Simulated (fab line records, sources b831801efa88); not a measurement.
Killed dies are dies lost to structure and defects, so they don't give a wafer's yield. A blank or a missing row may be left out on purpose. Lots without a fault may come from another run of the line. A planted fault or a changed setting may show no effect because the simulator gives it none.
Problem report in the 8D (eight disciplines) form, filled by code | flow sky130 | the parts of the form that need people (team, actions taken, sign-off) are left out

1. THE PROBLEM
killed_at_M4_up at SKY_PAD_OPEN_PROBE_99 reads a mean of 38.2 on 6 wafers of 2 lots; wafers without a fault read 3.3 with a standard deviation of 1.9. That is +18 standard deviations from the usual mean.
First seen on wafer L999.1, day 46 17:10, on prober-01. The record holds 36 wafers of 12 lots with a number at this step. Rule for "out", or "out of limits": more than 4 standard deviations from the usual mean. The other wafers with a number count as sound.

2. WHAT IT IS AND WHAT IT IS NOT
question                    | is                     | is not
which readings at this step | killed_at_M4_up        | killed_at_M0_to_M3, killed_at_contacts, killed_at_front_end, killed_at_other, killed_short
which lots                  | L101, L999             | L100, L109, L111, L112, L113, L115, L116, L117, L118, L997
which wafers of those lots  | all that have a number | -
read on which tools         | prober-01              | prober-02
when                        | from day 46 17:10      | up to then (6 sound wafers); but 24 sound wafers of L109, L111, L112, L113, L115, L116, L117, L118 came after

3. SUSPECTS, AND WHAT RULES EACH OUT
Counting: a tool at a process step up to the reading stays a suspect if it ran every lot that is out and no sound lot after the first of them.
- wet_bench-02 at SKY_METAL5_CLEAN_19 (cleans in O3/DIW): ruled out as a lasting fault. Sound lots L111, L113, L117 ran on it after its first lot that is out, L999 (day 44 21:39).
- prober-01 at SKY_PAD_OPEN_PROBE_99: ruled out as a lasting fault. Sound lots L111, L115, L117 ran on it after its first lot that is out, L999 (day 46 17:10).
Left after counting: nothing in the record.

4. THE CAUSE (what the simulator had put in)
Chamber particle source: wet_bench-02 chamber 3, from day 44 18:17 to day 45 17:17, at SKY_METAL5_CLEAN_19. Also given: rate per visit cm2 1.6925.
Counting ruled it out, wrongly: the rule takes a fault to strike every lot that its tool runs from its start on, and this one did not.

5. THE CHAIN OF EFFECTS, in route order
Each row: a reading whose mean over the struck wafers that have a number lies more than 3 standard deviations from the usual. Only readings for which the record gives a usual standard deviation are gone through. hours: the time from each lot's start at the first step in this table that gives one to its start at this step, as a median over the lots. sigmas: the change in usual standard deviations.
hours | step                  | reading              | usual  | on struck wafers | change | sigmas
0     | SKY_PAD_OPEN_PROBE_99 | defect_limited_yield | 82.6 % | 75.3             | -7.3   | -4.1
0     | SKY_PAD_OPEN_PROBE_99 | killed_at_M4_up      | 3.3    | 38.2             | +34.9  | +18
0     | SKY_PAD_OPEN_PROBE_99 | killed_dies          | 86     | 122              | +36    | +4.0
0     | SKY_PAD_OPEN_PROBE_99 | sort_bin_3_pad_short | 0.8 %  | 3.7              | +2.9   | +6.7
0     | SKY_PAD_OPEN_PROBE_99 | sort_n_pass          | 406    | 370              | -36    | -4.0
0     | SKY_PAD_OPEN_PROBE_99 | sort_yield_pct       | 82.6 % | 75.3             | -7.3   | -4.1
The process steps in it:
- SKY_PAD_OPEN_PROBE_99

6. WHAT WOULD HAVE CAUGHT IT SOONER
In this record the first reading out of limits was taken at day 46 17:10, 47 hours after the fault began at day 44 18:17.
